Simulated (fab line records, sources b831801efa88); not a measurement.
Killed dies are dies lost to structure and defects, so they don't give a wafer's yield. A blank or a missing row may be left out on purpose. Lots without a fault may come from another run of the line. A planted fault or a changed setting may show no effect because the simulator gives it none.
fab line records | flow sfq_line
record lots=6 wafers=18 last_day=85
route steps=325 shown M0@32 I0@43
lots that met no fault: from a run of the same line without faults
start_h: hours from the record's first day to the start of the lot's first wafer shown | wait_h: hours since the lot's step before | " the same as in the row above | L1.1+2: a row that stands for several wafers | - no value, or no start given | * or withheld: withheld | < > ~ a bound
route shown NAME@n: a module of which the file shows steps, and the number in the route of the first | usual: mean/standard deviation of fault-free wafers | same: alike in all rows | chamber/n: place in a boat | sites: the reading at each site | _std_site: their standard deviation | _edge_site: outer sites' mean less inner sites' | radius_mm: how far each site lies from the wafer's centre | mask NAME#n: copy n | behind: the tool/chamber that last shaped the wafer | hold: why the lot was held/for how many hours/how that ended | device: the transistor (n, p or np) that didn't switch | end of line: the same wafers' tests at the end of the route | a step without rows: its recipe alone | killed: dies lost to structure and defects at the first sort, not the wafer's yield | map: a wafer's dies, x killed, . not, _ none there
set.NAME: the setting as run; set.NAME@STEP: as run at that earlier step | model.NAME: the simulator's own value behind a step, which no gauge read
lots at some steps of the route; a table a step, a row a wafer
services: from which hour (start_h, from the record's first day; less than 0 if before it) a tool's chamber was out of use, for how many hours, and why
## steps
# step SFQ_TRILAYER_M0_LITHO_COAT_026
# recipe resist=BARC spin_rpm=3000 resist_thk_nm=62
# step SFQ_TRILAYER_M0_LITHO_COAT_021
# recipe resist=KrF spin_rpm=3000 resist_thk_nm=600
# step SFQ_TRILAYER_M0_LITHO_SOFTBAKE_025
# recipe temp_c=withheld time_s=withheld resist=KrF
# step SFQ_TRILAYER_M0_LITHO_EXPOSE_022
# recipe mask_id=M0 na=0.6 source_shape=conventional sigma_outer=0.65 target_cd_nm=500 dose_mj=14.4
# step SFQ_TRILAYER_M0_LITHO_PEB_024
# recipe peb_temp_c=115 peb_time_s=60 resist=KrF
# step SFQ_TRILAYER_M0_LITHO_DEVELOP_023
# recipe time_s=60 resist=KrF
# step SFQ_M0_OVL_MEAS_906
# usual M0_OVL=-2/6.3
# columns lot.wafer tool chamber start_h wait_h M0_OVL[nm]
L283.1 overlay-01 - 281.98 0.1 0
L283.2 " - " " 0
L283.6 " - " " 0
L287.1 overlay-01 - 316.15 0.1 -11
L287.3 " - " " 2
L287.5 " - " " -1
L290.2 overlay-01 - 335.69 0.1 9
L290.4 " - " " 4
L290.6 " - " " 6
L300.3 overlay-01 - 435.80 0.1 2
L300.4 " - " " 2
L300.6 " - " " -3
L301.4 overlay-01 - 453.01 0.1 -11
L301.5 " - " " -11
L301.6 " - " " -5
L304.1 overlay-01 - 472.19 0.1 6
L304.3 " - " " 5
L304.4 " - " " 1
# step SFQ_TRILAYER_M0_BARC_OPEN_METAL_ETCH_031
# recipe mask_material=PR chemistry=O2 target_depth_nm=125 target=BARC icp_w=600 bias_w=80 pressure_mtorr=10 time_s=41.7
# usual drypump_motor_current_A=5.9/0.35 oes_product_au=0.685/0.0042
# same time_s=41.7
# columns lot.wafer tool chamber start_h wait_h drypump_motor_current_A oes_product_au rf_hours_counter_h
L283.1 rie_metal-02 0 282.01 0.0 5.6 0.681 149
L283.2 " 1 " " 6.5 0.686 3
L283.6 " 0 " " 5.6 0.681 -
L287.1 rie_metal-03 0 316.18 0.0 5.5 0.685 17
L287.3 " 0 " " 5.6 0.693 -
L287.5 " 0 " " 5.6 0.689 -
L290.2 rie_metal-01 0 335.72 0.0 5.7 0.680 133
L290.4 " 0 " " 5.7 0.685 -
L290.6 " 1 " " 6.0 0.690 -
L300.3 rie_metal-03 1 435.85 0.0 6.1 0.687 -
L300.4 " 0 " " 5.6 0.692 -
L300.6 " 1 " " 6.1 0.683 -
L301.4 rie_metal-03 1 453.04 0.0 6.1 0.686 -
L301.5 " 1 " " 6.1 0.686 -
L301.6 " 0 " " 5.6 0.684 -
L304.1 rie_metal-01 1 472.22 0.0 6.0 0.690 61
L304.3 " 1 " " 6.0 0.682 -
L304.4 " 0 " " 5.7 0.680 -
# step SFQ_TRILAYER_M0_ETCH_METAL_ETCH_024
# recipe target=Nb stop_on=SiO2 mask_material=PR chemistry=Cl2/Ar target_depth_nm=240 icp_w=600 bias_w=80 pressure_mtorr=10 time_s=120
# usual drypump_motor_current_A=5.9/0.35 oes_product_au=0.893/0.0084
# same time_s=120
# columns lot.wafer tool chamber start_h wait_h drypump_motor_current_A oes_product_au rf_hours_counter_h
L283.1 rie_metal-02 0 282.07 0.0 5.6 0.893 149
L283.2 " 1 " " 6.5 0.902 3
L283.6 " 0 " " 5.5 0.883 -
L287.1 rie_metal-03 0 316.24 0.0 5.6 0.890 17
L287.3 " 0 " " 5.6 0.882 -
L287.5 " 0 " " 5.5 0.890 -
L290.2 rie_metal-01 0 335.78 0.0 5.7 0.893 133
L290.4 " 0 " " 5.7 0.888 -
L290.6 " 1 " " 5.9 0.900 -
L300.3 rie_metal-03 1 435.93 0.1 6.1 0.906 -
L300.4 " 0 " " 5.6 0.896 -
L300.6 " 1 " " 6.1 0.901 -
L301.4 rie_metal-03 1 453.13 0.1 6.1 0.901 -
L301.5 " 1 " " 6.1 0.880 -
L301.6 " 0 " " 5.6 0.885 -
L304.1 rie_metal-01 1 472.28 0.0 6.0 0.906 61
L304.3 " 1 " " 5.9 0.906 -
L304.4 " 0 " " 5.7 0.903 -
# step SFQ_TRILAYER_M0_STRIP_STRIP_025
# recipe gas=O2 power_w=200 platen_temp_c=40 overash_fraction=0.65 chemistry=O2 pressure_mtorr=50
# usual drypump_motor_current_A=5.9/0.35 oes_product_au=0.998/0.0088
# columns lot.wafer tool chamber start_h wait_h drypump_motor_current_A oes_product_au rf_hours_counter_h
L283.1 rie_metal-02 0 282.20 0.1 5.6 1.015 149
L283.2 " 1 " " 6.5 1.004 3
L283.6 " 0 " " 5.6 1.012 -
L287.1 rie_metal-03 0 316.37 0.1 5.6 1.015 17
L287.3 " 0 " " 5.6 1.014 -
L287.5 " 0 " " 5.6 1.002 -
L290.2 rie_metal-01 0 335.91 0.1 5.7 0.984 133
L290.4 " 0 " " 5.7 0.993 -
L290.6 " 1 " " 6.0 0.982 -
L300.3 rie_metal-03 1 436.21 0.2 6.1 1.004 -
L300.4 " 0 " " 5.6 0.996 -
L300.6 " 1 " " 6.1 1.000 -
L301.4 rie_metal-03 1 453.41 0.2 6.2 0.990 -
L301.5 " 1 " " 6.1 0.992 -
L301.6 " 0 " " 5.6 0.998 -
L304.1 rie_metal-01 1 472.41 0.1 6.0 1.002 62
L304.3 " 1 " " 6.0 0.988 -
L304.4 " 0 " " 5.7 0.997 -
# step SFQ_TRILAYER_M0_STRIP_SOLV_CLEAN_026
# recipe chemistry=NMP temp_c=70 time_s=600
# step SFQ_TRILAYER_I0_DEP_PECVD_027
# recipe material=SiO2 temp_c=150 time_s=111.11 pressure_torr=2.4 rf_w=183.3 precursor=SiH4/N2O target_thk_nm=500
# usual heater_power_w=82/19 throttle_valve_pct=24.2/1.2
# same time_s=111.11
# columns lot.wafer tool chamber start_h wait_h heater_power_w throttle_valve_pct
L283.1 pecvd-03 1 282.97 0.0 84 24.0
L283.2 " 2 " " 89 23.6
L283.6 " 2 " " 95 23.4
L287.1 pecvd-04 2 317.14 0.0 85 23.0
L287.3 " 0 " " 93 22.5
L287.5 " 2 " " 86 23.2
L290.2 pecvd-04 2 336.68 0.0 78 22.6
L290.4 " 0 " " 90 22.5
L290.6 " 2 " " 82 22.8
L300.3 pecvd-04 0 436.80 0.0 94 22.8
L300.4 " 1 " " 81 23.6
L300.6 " 0 " " 94 23.0
L301.4 pecvd-02 2 454.02 0.0 44 26.6
L301.5 " 0 " " 99 24.9
L301.6 " 1 " " 100 26.4
L304.1 pecvd-04 2 473.18 0.0 84 23.4
L304.3 " 0 " " 93 23.2
L304.4 " 1 " " 75 23.9
# step SFQ_TRILAYER_I0_CMP_CMP_028
# recipe material=SiO2 down_force_psi=3 platen_rpm=60 pad_velocity_m_s=0.94248
# usual motor_current_A=10.2/1.1 platen_rpm=60.00/0.042 time_to_endpoint_s=214/7.3
# columns lot.wafer tool chamber start_h wait_h motor_current_A platen_rpm time_to_endpoint_s
L283.2 cmp-01 2 285.30 2.3 11.2 60.14 216
L283.1 " 0 286.30 3.3 9.4 59.96 198
L283.6 " 2 287.30 4.2 11.5 60.03 212
L287.3 cmp-01 0 319.57 2.4 9.7 66.01 196
L287.1 " 3 321.07 3.9 11.4 59.97 214
L287.5 " 0 " " 9.5 65.95 204
L290.4 cmp-01 1 336.76 0.0 12.3 60.01 217
L290.2 " 0 338.26 1.5 9.1 66.00 203
L290.6 " 1 " " 11.6 60.02 210
L300.4 cmp-01 2 437.38 0.5 11.4 59.99 212
L300.3 " 0 438.38 1.5 9.3 60.01 212
L300.6 " 1 " " 11.8 59.97 216
L301.4 cmp-01 0 454.06 0.0 8.9 60.03 227
L301.5 " 0 456.06 2.0 9.5 60.00 225
L301.6 " 1 " " 11.7 59.95 232
L304.3 cmp-02 1 473.26 0.0 10.4 59.88 219
L304.1 " 2 " " 10.1 60.01 214
L304.4 " 3 " " 8.3 60.00 209
# step SFQ_I0_BOW_MEAS_907
# recipe mode=bow
# usual I0_BOW=2/6.9
# columns lot.wafer tool chamber start_h wait_h I0_BOW[um]
L283.1 film_metro-01 - 287.80 1.0 7
L283.2 " - " " 3
L283.6 " - " " -7
L287.1 film_metro-02 - 322.57 1.0 -10
L287.3 " - " " -7
L287.5 " - " " 3
L290.2 film_metro-02 - 339.78 1.0 -7
L290.4 " - " " 2
L290.6 " - " " -5
L300.3 film_metro-03 - 439.92 1.0 1
L300.4 " - " " 0
L300.6 " - " " -1
L301.4 film_metro-01 - 457.12 2.6 1
L301.5 " - " " 5
L301.6 " - " " 4
L304.1 film_metro-03 - 476.26 2.0 -1
L304.3 " - " " -2
L304.4 " - " " -1
## services
# columns tool chamber start_h hours kind
rie_metal-01 1 262.61 12.2 repair
rie_metal-02 0 266.03 14.2 repair
rie_metal-02 - 272.10 0.8 repair
rie_metal-03 - 283.13 0.6 repair
pecvd-03 0 284.56 4.9 repair
pecvd-03 2 284.61 18.5 repair
cmp-02 - 286.30 1.2 repair
rie_metal-01 1 295.68 6.8 repair
rie_metal-02 - 301.08 4.3 pm
cmp-02 - 308.62 2.3 repair
cmp-02 - 317.10 2.8 repair
rie_metal-03 1 331.26 - clean
rie_metal-03 1 331.26 15.2 scheduled_down
rie_metal-03 1 331.26 15.2 vent_cycle
cmp-01 - 343.12 3.7 repair
pecvd-04 2 351.63 4.2 repair
rie_metal-02 - 361.29 0.2 repair
pecvd-03 1 367.58 5.8 repair
pecvd-03 1 396.65 3.4 repair
pecvd-04 - 405.66 0.9 repair
cmp-02 - 410.73 4.0 pm
cmp-02 - 431.47 6.8 pm
rie_metal-01 - 433.65 3.9 repair
pecvd-02 2 472.49 8.0 repair
## key
first_sign step=SFQ_TRILAYER_I0_CMP_CMP_028 reading=platen_rpm direction=up sigmas=99+ usual=60.00 struck=65.99
effect none on later readings
met_at SFQ_TRILAYER_I0_CMP_CMP_028
struck_wafers L287.3,L287.5,L290.2
fault kind=process_parameter_drift tool=cmp-01 chamber=0 onset_h=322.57 steps=SFQ_TRILAYER_I0_CMP_CMP_028 channel=platen_rpm offset=6 shape=step end_h=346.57 acts_in=these_recipes_only stated=60
